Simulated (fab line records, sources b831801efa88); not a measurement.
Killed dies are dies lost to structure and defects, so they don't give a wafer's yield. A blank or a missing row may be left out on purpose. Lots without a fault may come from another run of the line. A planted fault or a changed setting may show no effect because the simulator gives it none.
A struck lot beside a sound one | flow sky130 | 19 steps out of a route of 708
Sound: wafers L490.4, L490.5, L490.6. Struck: wafer L482.6. (L482.1 of the same lot was not struck and is left out.) The cause comes at the end.
At each step with rows: each side's tool, then ch and its chambers, then its first start. Under that, the readings that differ: sound wafers | struck wafers | difference of the means | sigmas: that difference in standard deviations of wafers without a fault.
alike: readings whose means differ by less than 2 such deviations, and words and numbers that are the same on both sides. not compared: withheld readings, readings that some wafer has no value for, bounds like >300 that may hide the same value, and numbers for which the record gives no deviation and whose values overlap.
The two part at a step that has a row with sigmas, a row that says differs or no value, or rows on one side only. Numbers that don't overlap but have no deviation are shown without sigmas and don't part them. A reading that every wafer of one side lacks parts them only if that side has two wafers or more.

first, 2 steps without rows for these wafers: SKY_LDD_HVN_PEB_05; SKY_LDD_HVN_DEVELOP_06 (develop time 60 s).
SKY_LDD_HVN_OVL_MEAS_07:
  sound on overlay-01, day 27 01:41; struck on overlay-01, day 24 04:44
  alike: LDD_HVN_OVL
then, 1 step without rows for these wafers: SKY_LDD_HVN_IMPLANT_08.
SKY_LDD_HVN_STRIP_09: strips in O2/N2.
  sound on plasma_asher-02 ch 0,1, day 27 01:53; struck on plasma_asher-01 ch 1, day 24 04:55
  reading               | sound             | struck | difference | sigmas
  oes_product_au (a.u.) | 0.411 0.412 0.413 | 0.401  | -0.011     | -3
  alike: drypump_motor_current_A, strip_time_to_endpoint_s
  not compared: rf_hours_counter_h
SKY_LDD_HVN_TW_MEAS_10:
  sound on film_metro-04, day 27 01:59; struck on film_metro-01, day 24 05:01
  reading    | sound          | struck | difference | sigmas
  LDD_HVN_TW | 1418 1432 1433 | 1451   | +23        | +2
then, 6 steps without rows for these wafers: SKY_LDD_HVP_DEHYDRATE_00 (time 60 s); SKY_LDD_HVP_HMDS_01 (prime time 60 s); SKY_LDD_HVP_COAT_02 (resist thk 300 nm); SKY_LDD_HVP_SOFTBAKE_03 (time 60 s); SKY_LDD_HVP_EXPOSE_04 (exposes mask HVPTM, target cd 700 nm); SKY_LDD_HVP_PEB_05.
SKY_LDD_HVP_DEVELOP_06: develop time 60 s.
  sound on litho_track-03 ch 0, day 28 06:41; struck on litho_track-03 ch 0, day 25 10:34
SKY_LDD_HVP_OVL_MEAS_07:
  sound on overlay-01, day 28 06:47; struck on overlay-01, day 25 10:43
  alike: LDD_HVP_OVL
then, 1 step without rows for these wafers: SKY_LDD_HVP_IMPLANT_08.
SKY_LDD_HVP_STRIP_09: strips in O2/N2.
  sound on plasma_asher-02 ch 0,1, day 28 06:59; struck on plasma_asher-02 ch 1, day 25 10:54
  alike: drypump_motor_current_A, oes_product_au, strip_time_to_endpoint_s
  not compared: rf_hours_counter_h
SKY_LDD_HVP_TW_MEAS_10:
  sound on film_metro-04, day 28 07:05; struck on film_metro-01, day 25 11:00
  reading    | sound       | struck | difference | sigmas
  LDD_HVP_TW | 451 452 454 | 429    | -23        | -5
then, 1 step without rows for these wafers: SKY_LDD_LDN_DEHYDRATE_00 (time 60 s).
-- the record jumps here: 23 days lie between the struck wafers' starts before and after (it left off in module LDD_LDN and takes up again in module PAD_OPEN, whose first step shown is number 708 of the route) --
SKY_PAD_OPEN_PROBE_99:
  sound on prober-02, day 50 06:49; struck on prober-01, day 48 11:40
  reading             | sound    | struck | difference | sigmas
  killed_at_front_end | 13 14 12 | 401    | +388       | +81
  killed_dies         | 87 78 83 | 471    | +388       | +40
  killed_on_rim       | 22 16 11 | 82     | +66        | +16
  alike: killed_at_M0_to_M3, killed_at_M4_up, killed_at_contacts, killed_at_other, killed_open, killed_short

WHERE THEY PART
First at SKY_LDD_HVN_STRIP_09; last, within this record, at SKY_PAD_OPEN_PROBE_99.

WHY: what the simulator had put in
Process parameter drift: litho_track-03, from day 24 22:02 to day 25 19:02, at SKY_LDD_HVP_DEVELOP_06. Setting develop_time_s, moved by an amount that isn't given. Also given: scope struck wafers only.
